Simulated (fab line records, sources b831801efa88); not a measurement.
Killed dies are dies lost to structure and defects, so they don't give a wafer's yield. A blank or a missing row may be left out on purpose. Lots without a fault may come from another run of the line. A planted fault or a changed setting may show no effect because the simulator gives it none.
Which tool did it? | flow gf180mcu | 14 lots, 42 wafers sampled, at 5 steps of a route of 602

WHAT THE GAUGES READ, wafer by wafer
GF_NSD_OVL_MEAS_08.
lot  | measured     | on         | NSD_OVL (nm)
L295 | day 13 12:37 | overlay-02 | 2.0 1.9 1.3
L297 | day 14 03:05 | overlay-02 | -0.5 -0.5 -0.1
L299 | day 14 17:55 | overlay-02 | 1.7 2.4 2.9
L300 | day 14 21:51 | overlay-02 | -1.6 -1.1 0.0
L302 | day 15 18:46 | overlay-01 | -1.1 -2.0 -1.2
L303 | day 16 04:04 | overlay-02 | -0.3 -0.1 0.9
L305 | day 17 01:20 | overlay-01 | -0.6 0.3 0.5
L309 | day 18 12:08 | overlay-01 | -1.8 0.0 -0.6
L310 | day 18 22:13 | overlay-02 | 1.4 1.0 1.1
L311 | day 19 01:58 | overlay-02 | 0.6 0.9 1.0
L312 | day 19 06:49 | overlay-01 | -0.2 -1.0 -0.7
L314 | day 19 20:15 | overlay-01 | -1.3 -1.0 0.4
L315 | day 20 04:52 | overlay-02 | 2.3 0.6 1.0
L318 | day 21 08:40 | overlay-01 | -4.4 -4.9 -1.9

GF_PSD_RS_MEAS_15: measures by four-point-probe.
lot  | measured     | on            | PSD_RS (ohm/sq)
L295 | day 14 10:35 | film_metro-04 | 108.79 108.65 109.12
L297 | day 15 00:41 | film_metro-04 | 108.22 108.47 108.62
L299 | day 15 16:11 | film_metro-03 | 108.79 109.19 108.69
L300 | day 15 19:43 | film_metro-02 | 110.22 110.91 110.64
L302 | day 16 17:11 | film_metro-03 | 108.76 108.64 108.70
L303 | day 17 03:08 | film_metro-03 | 110.86 110.52 110.75
L305 | day 18 01:49 | film_metro-04 | 108.19 108.53 108.87
L309 | day 19 13:08 | film_metro-03 | 108.80 108.70 109.01
L310 | day 19 22:58 | film_metro-04 | 109.00 109.27 109.15
L311 | day 20 03:26 | film_metro-02 | 109.00 108.94 109.48
L312 | day 20 07:46 | film_metro-02 | 108.89 108.70 108.59
L314 | day 20 22:01 | film_metro-02 | 108.92 108.85 108.80
L315 | day 21 05:50 | film_metro-04 | 108.26 108.51 108.90
L318 | day 22 08:47 | film_metro-02 | 109.19 108.61 108.52

GF_SAB_OVL_MEAS_10.
lot  | measured     | on         | SAB_OVL (nm)
L295 | day 15 07:37 | overlay-02 | 1.6 0.0 1.7
L297 | day 15 22:59 | overlay-02 | 0.2 -0.4 0.5
L299 | day 16 13:22 | overlay-01 | -0.7 -0.6 -0.3
L300 | day 16 17:28 | overlay-02 | 1.7 3.4 2.5
L302 | day 17 15:53 | overlay-01 | 1.7 -0.1 0.7
L303 | day 18 02:04 | overlay-02 | 1.4 0.0 -0.1
L305 | day 19 01:29 | overlay-01 | 0.0 0.3 -1.2
L309 | day 20 13:44 | overlay-02 | -0.7 0.3 -0.7
L310 | day 20 23:09 | overlay-01 | 1.9 1.8 2.0
L311 | day 21 04:35 | overlay-01 | -2.2 -0.9 -4.1
L312 | day 21 08:10 | overlay-01 | -2.1 0.6 -0.2
L314 | day 21 21:55 | overlay-01 | -0.1 0.8 0.3
L315 | day 22 05:22 | overlay-01 | 0.3 0.1 -1.3
L318 | day 23 07:46 | overlay-01 | 1.1 0.3 -0.6

GF_SALICIDE_RS_MEAS_04: measures by four-point-probe.
lot  | measured     | on            | SALICIDE_TIN_RS (ohm/sq)
L295 | day 15 08:12 | film_metro-04 | 16.48 16.13 16.39
L297 | day 15 23:25 | film_metro-01 | 16.11 16.43 15.98
L299 | day 16 13:49 | film_metro-02 | 16.12 16.43 16.09
L300 | day 16 17:55 | film_metro-04 | 15.94 15.64 15.67
L302 | day 17 16:19 | film_metro-02 | 16.60 16.66 16.61
L303 | day 18 02:38 | film_metro-04 | 16.55 16.25 16.58
L305 | day 19 02:01 | film_metro-04 | 16.04 16.44 16.27
L309 | day 20 14:11 | film_metro-02 | 16.12 16.55 16.59
L310 | day 20 23:37 | film_metro-04 | 16.23 16.51 16.48
L311 | day 21 05:07 | film_metro-01 | 16.43 16.12 16.15
L312 | day 21 08:38 | film_metro-01 | 16.61 16.25 16.25
L314 | day 21 22:21 | film_metro-01 | 16.27 16.16 16.09
L315 | day 22 05:49 | film_metro-02 | 16.21 16.80 16.62
L318 | day 23 08:14 | film_metro-01 | 16.55 16.53 16.56

WHICH TOOL RAN EACH LOT (tool, then ch and the chambers of the sampled wafers, then the start)
lot  | GF_PSD_IMPLANT_09
L295 | implanter-04 ch 0, day 14 10:02
L297 | implanter-02 ch 0, day 15 00:07
L299 | implanter-01 ch 0, day 15 15:38
L300 | implanter-01 ch 0, day 15 19:10
L302 | implanter-04 ch 0, day 16 16:38
L303 | implanter-01 ch 0, day 17 02:34
L305 | implanter-02 ch 0, day 18 01:13
L309 | implanter-01 ch 0, day 19 12:34
L310 | implanter-01 ch 0, day 19 22:25
L311 | implanter-04 ch 0, day 20 02:53
L312 | implanter-04 ch 0, day 20 07:13
L314 | implanter-04 ch 0, day 20 21:26
L315 | implanter-04 ch 0, day 21 05:14
L318 | implanter-01 ch 0, day 22 08:14
- GF_PSD_IMPLANT_09

WHAT THE TOOLS THEMSELVES READ (means of the sampled wafers that have a number; where no wafer has one, the mark that the record gives instead)
GF_PSD_IMPLANT_09.
lot  | tool         | tilt_deg (degrees)
L295 | implanter-04 | 7.016
L297 | implanter-02 | 6.994
L299 | implanter-01 | 7.009
L300 | implanter-01 | 4.839
L302 | implanter-04 | 6.997
L303 | implanter-01 | 4.826
L305 | implanter-02 | 6.996
L309 | implanter-01 | 6.978
L310 | implanter-01 | 6.998
L311 | implanter-04 | 6.999
L312 | implanter-04 | 6.998
L314 | implanter-04 | 6.997
L315 | implanter-04 | 7.010
L318 | implanter-01 | 7.026

THE ANSWER, worked out from the rows above alone
Rule: what is usual is taken from the lots themselves. Put in order of their means at a reading, lots are off if they are a third of the lots or fewer, leave a main group of 4 or more, and stand apart from it by a gap of 3 or more times the standard deviation of the main group's means; of several such gaps the widest counts. A main group whose means are all the same, to the digits that the tables above print for the reading, isn't used. A lot without any number at a reading at which 4 lots or more have one is off too. The other lots that the step has rows for count as sound. The gauges are gone through in route order, then the tools' own readings, and for those a lot's mean is taken as printed above. The first step at which some lot is off is used, and at that step the reading that is off furthest; a lot without a number counts as furthest.
Off: L300, L303, at GF_PSD_RS_MEAS_15 (PSD_RS). The main group: mean 108.79 ohm/sq, standard deviation 0.21.
A tool fits if, at a process step before that reading, it ran every lot that is off, and no sound lot after the first of them. The gauges at GF_PSD_RS_MEAS_15 aren't tried: what is off there is off at GF_PSD_IMPLANT_09 too, on other tools, and a gauge's error can't cause that. None of those tried fits.

WHAT THE SIMULATOR HAD PUT IN
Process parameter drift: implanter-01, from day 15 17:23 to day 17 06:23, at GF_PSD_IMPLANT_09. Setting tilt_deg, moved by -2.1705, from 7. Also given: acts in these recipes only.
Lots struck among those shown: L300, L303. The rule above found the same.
